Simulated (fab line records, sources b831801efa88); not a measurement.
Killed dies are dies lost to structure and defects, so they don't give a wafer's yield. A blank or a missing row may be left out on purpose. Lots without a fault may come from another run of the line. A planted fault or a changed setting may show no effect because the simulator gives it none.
Problem report in the 8D (eight disciplines) form, filled by code | flow sky130 | the parts of the form that need people (team, actions taken, sign-off) are left out

1. THE PROBLEM
PWDE_TW at SKY_PWDE_TW_MEAS_10 reads a mean of 448.5 on 9 wafers of 3 lots; wafers without a fault read 377.0 with a standard deviation of 1.9. That is +38 standard deviations from the usual mean.
First seen on wafer L388.1, day 6 19:34, on film_metro-01. The record holds 36 wafers of 12 lots with a number at this step. Rule for "out", or "out of limits": more than 4 standard deviations from the usual mean. The other wafers with a number count as sound.

2. WHAT IT IS AND WHAT IT IS NOT
question                    | is                           | is not
which readings at this step | PWDE_TW                      | -
which lots                  | L388, L389, L390             | L376, L377, L378, L379, L380, L391, L392, L397, L399
which wafers of those lots  | all that have a number       | -
read on which gauges        | film_metro-01, film_metro-02 | film_metro-04
when                        | from day 6 19:34             | up to then (15 sound wafers); but 12 sound wafers of L391, L392, L397, L399 came after

3. SUSPECTS, AND WHAT RULES EACH OUT
Counting: a tool at a process step up to the reading stays a suspect if it ran every lot that is out and no sound lot after the first of them.
- the gauge at SKY_PWDE_TW_MEAS_10: ruled out. The wafers that are out were read on 2 gauges (film_metro-01, film_metro-02).
- implanter-02 at SKY_PWDE_IMPLANT_08: kept. It ran every lot that is out, first L388 (day 6 19:19), and no sound lot after that; its last sound lot up to then is L380 (day 4 18:58). Its own readings are out on those wafers: dose_ions_cm2, faraday_current_uA.
Left after counting: implanter-02 at SKY_PWDE_IMPLANT_08.

4. THE CAUSE (what the simulator had put in)
Process parameter drift: implanter-02, from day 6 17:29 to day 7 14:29, at SKY_PWDE_IMPLANT_08. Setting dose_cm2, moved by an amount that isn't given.
Counting left only this tool.

5. THE CHAIN OF EFFECTS, in route order
Each row: a reading whose mean over the struck wafers that have a number lies more than 3 standard deviations from the usual. Only readings for which the record gives a usual standard deviation are gone through. hours: the time from each lot's start at the first step in this table that gives one to its start at this step, as a median over the lots. sigmas: the change in usual standard deviations.
hours | step                 | reading            | usual       | on struck wafers | change     | sigmas
0     | SKY_PWDE_IMPLANT_08  | dose_ions_cm2      | 3.599e+12   | 6.310e+12        | +2.711e+12 | +99 or more
0     | SKY_PWDE_IMPLANT_08  | faraday_current_uA | 20.4        | 35.6             | +15.2      | +35
0     | SKY_PWDE_TW_MEAS_10  | PWDE_TW            | 377.0       | 448.5            | +71.5      | +38
42    | SKY_NWELL_RS_MEAS_31 | PWDE_RS            | 5271 ohm/sq | 3428             | -1843      | -99 or more
The process steps in it:
- SKY_PWDE_IMPLANT_08
Later measuring or inspecting steps at which every struck wafer that the step has a row for has a number for every such reading, and none has moved that far: SKY_SONOS_TUNNEL_OVL_MEAS_08, SKY_SONOS_TUNNEL_TW_MEAS_12.

6. WHAT WOULD HAVE CAUGHT IT SOONER
In this record the first reading out of limits at a measuring or inspecting step was taken at day 6 19:34, 2 hours after the fault began at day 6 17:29.
The tool's own readings at SKY_PWDE_IMPLANT_08 were out on every struck wafer that the step has a row for (dose_ions_cm2, faraday_current_uA): an alarm limit on them would have fired on the first of those.
Of the lots that are out (3), L389, L390 began SKY_PWDE_IMPLANT_08 on implanter-02 after day 6 19:34. A hold on the tool at that time would have spared those 2.
